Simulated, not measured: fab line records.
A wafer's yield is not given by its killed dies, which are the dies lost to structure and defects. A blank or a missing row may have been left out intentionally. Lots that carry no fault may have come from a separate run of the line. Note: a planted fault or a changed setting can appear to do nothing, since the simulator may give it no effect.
Which tool is to blame?    flow gf180mcu    13 lots with 39 wafers sampled at 5 steps, on a route of 602 steps

## WHAT THE GAUGES READ, wafer by wafer
GF_STI_THK_MEAS_02.
lot   measured     on             STI_OXIDATION_THK (nm)
L134  day 1 11:31  film-metro-03  9.98 10.00 9.88
L135  day 1 16:31  film-metro-02  9.94 9.83 9.77
L137  day 2 02:31  film-metro-02  9.43 9.55 9.55
L138  day 2 07:31  film-metro-04  10.06 10.29 10.27
L139  day 2 12:32  film-metro-02  9.86 9.88 9.81
L141  day 2 22:31  film-metro-04  13.10 13.04 13.08
L143  day 3 08:31  film-metro-02  13.10 13.06 13.00
L146  day 3 23:49  film-metro-03  9.99 10.00 10.03
L147  day 4 10:36  film-metro-04  9.81 9.83 9.74
L148  day 4 10:37  film-metro-03  10.13 10.09 10.02
L149  day 4 20:06  film-metro-03  9.99 10.15 10.25
L153  day 5 10:31  film-metro-03  9.96 9.93 10.12
L155  day 5 21:09  film-metro-03  10.41 10.63 10.56

GF_STI_THK_MEAS_24.
lot   measured     on             STI_CVD_23_THK (nm)
L134  day 2 03:42  film-metro-02  650 642 656
L135  day 2 08:41  film-metro-03  639 651 646
L137  day 2 18:44  film-metro-02  636 661 647
L138  day 3 00:44  film-metro-03  639 652 635
L139  day 3 04:59  film-metro-02  657 651 638
L141  day 3 18:19  film-metro-03  654 658 658
L143  day 4 07:56  film-metro-03  639 649 645
L146  day 4 22:45  film-metro-04  650 646 639
L147  day 5 04:24  film-metro-02  644 652 651
L148  day 5 04:20  film-metro-03  646 651 646
L149  day 5 14:12  film-metro-04  651 645 657
L153  day 6 05:05  film-metro-03  642 639 641
L155  day 6 16:25  film-metro-04  649 643 644

GF_VT_IMPLANT_TW_MEAS_32.
lot   measured      on             VT_IMPLANT_3_TW
L134  day 6 17:59   film-metro-01  271.6 269.1 270.1
L135  day 7 00:13   film-metro-04  268.2 267.8 267.6
L137  day 7 14:38   film-metro-01  270.7 269.5 269.2
L138  day 7 19:20   film-metro-02  267.0 266.0 267.1
L139  day 8 02:32   film-metro-04  269.9 269.1 268.7
L141  day 9 03:26   film-metro-02  268.8 268.8 269.5
L143  day 9 20:32   film-metro-01  271.9 270.2 269.3
L146  day 10 13:23  film-metro-01  269.9 268.4 269.3
L147  day 10 17:52  film-metro-02  268.1 267.5 267.2
L148  day 10 18:11  film-metro-02  267.9 266.1 267.5
L149  day 11 05:56  film-metro-02  268.6 267.7 266.2
L153  day 12 00:41  film-metro-02  269.9 269.9 268.5
L155  day 12 14:32  film-metro-04  266.9 267.6 267.5

## EACH LOT AND THE TOOL THAT RAN IT (in order: tool; ch and the chambers of the sampled wafers; start)
lot   GF_STI_OXIDATION_01           GF_STI_ETCH_14
L134  furnace-02 ch 0, day 1 10:07  rie-si-02 ch 0,2, day 2 01:54
L135  furnace-01 ch 0, day 1 15:07  rie-si-02 ch 0,2,3, day 2 06:54
L137  furnace-01 ch 0, day 2 01:07  rie-si-01 ch 1,2, day 2 16:26
L138  furnace-02 ch 0, day 2 06:07  rie-si-02 ch 0,1,3, day 2 22:11
L139  furnace-01 ch 0, day 2 11:07  rie-si-01 ch 1,2,3, day 3 03:05
L141  furnace-01 ch 0, day 2 21:07  rie-si-01 ch 0,1,3, day 3 12:42
L143  furnace-01 ch 0, day 3 07:07  rie-si-01 ch 0,2,3, day 3 23:23
L146  furnace-02 ch 0, day 3 22:25  rie-si-02 ch 1,2, day 4 15:02
L147  furnace-02 ch 0, day 4 09:12  rie-si-01 ch 0,1,2, day 5 02:03
L148  furnace-02 ch 0, day 4 09:12  rie-si-02 ch 1,2, day 5 01:23
L149  furnace-02 ch 0, day 4 18:42  rie-si-01 ch 1,2,3, day 5 12:18
L153  furnace-02 ch 0, day 5 09:07  rie-si-02 ch 0,3, day 6 02:53
L155  furnace-02 ch 0, day 5 19:45  rie-si-02 ch 0,3, day 6 14:36
- GF_STI_OXIDATION_01: stabilise 600 s, purge 300 s, target thk 10 nm.
- GF_STI_ETCH_14: etches Si in HBr/Cl2/O2, target depth 360 nm, time 102.9 s.

## WHAT THE TOOLS THEMSELVES READ (means of the sampled wafers that have a number; where no wafer has one, the mark that the record gives instead)
GF_STI_OXIDATION_01.
lot   tool        spike-tc-bottom-C (C)  tube-center-temp-C (C)  zone-power-top-pct (%)
L134  furnace-02  916.3                  900                     31.8
L135  furnace-01  918.5                  900                     32.5
L137  furnace-01  918.2                  900                     32.2
L138  furnace-02  916.1                  900                     31.4
L139  furnace-01  917.6                  900                     32.2
L141  furnace-01  918.4                  900                     32.0
L143  furnace-01  917.8                  900                     32.0
L146  furnace-02  915.4                  900                     31.6
L147  furnace-02  914.3                  900                     31.7
L148  furnace-02  915.5                  900                     31.5
L149  furnace-02  915.4                  900                     31.9
L153  furnace-02  915.0                  900                     31.7
L155  furnace-02  914.4                  900                     31.8

GF_STI_ETCH_14.
lot   tool       bias-w (W)  drypump-motor-current-A (A)  oes-product-au (a.u.)  throttle-valve-pct (%)
L134  rie-si-02  150.1       5.5                          1.000                  25.652
L135  rie-si-02  150.0       5.6                          0.990                  25.668
L137  rie-si-01  150.1       6.2                          0.996                  25.657
L138  rie-si-02  150.0       5.5                          0.988                  25.667
L139  rie-si-01  150.1       6.1                          1.002                  25.656
L141  rie-si-01  149.8       5.9                          1.007                  25.649
L143  rie-si-01  150.2       6.0                          0.999                  25.653
L146  rie-si-02  150.0       5.9                          1.002                  25.652
L147  rie-si-01  150.4       6.2                          0.988                  25.656
L148  rie-si-02  150.1       5.9                          1.000                  25.668
L149  rie-si-01  150.2       6.1                          1.002                  25.663
L153  rie-si-02  149.8       5.3                          0.992                  25.666
L155  rie-si-02  149.8       5.5                          0.988                  25.669

## THE ANSWER, worked out from the rows above alone
Rule: usual is defined by the lots themselves. Put in order of their means at a reading, lots are off if they are a third of the lots or fewer, leave a main group of 4 or more, and stand apart from it by a gap of 3 or more times the standard deviation of the main group's means; of several such gaps the widest counts. A main group whose means are all the same, to the digits that the tables above print for the reading, isn't used. A lot without any number at a reading at which 4 lots or more have one is off too. All remaining lots with rows at the step are treated as sound. After the gauges, taken in route order, come the tools' own readings; for these a lot's mean is taken, as printed above. The first step at which some lot is off is used, and at that step the reading that is off furthest; a lot without a number counts as furthest.
Off: L141, L143, seen at GF_STI_THK_MEAS_02 (STI_OXIDATION_THK). Mean 9.99 nm and standard deviation 0.25 in the main group.
A tool fits if, at a process step before that reading, it ran every lot that is off, and no sound lot after the first of them. The gauges at GF_STI_THK_MEAS_02 are tried like those tools. One fits: furnace-01 at GF_STI_OXIDATION_01. Its last sound lot is L139 (day 2 11:07), its first lot that is off L141 (day 2 21:07): a fault that began between those two fits.

## WHAT WAS PUT IN BY THE SIMULATOR
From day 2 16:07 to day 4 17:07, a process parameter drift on furnace-01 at GF_STI_OXIDATION_01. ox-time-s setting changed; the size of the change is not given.
Struck lots among those shown: L141, L143. Same finding as the rule above.
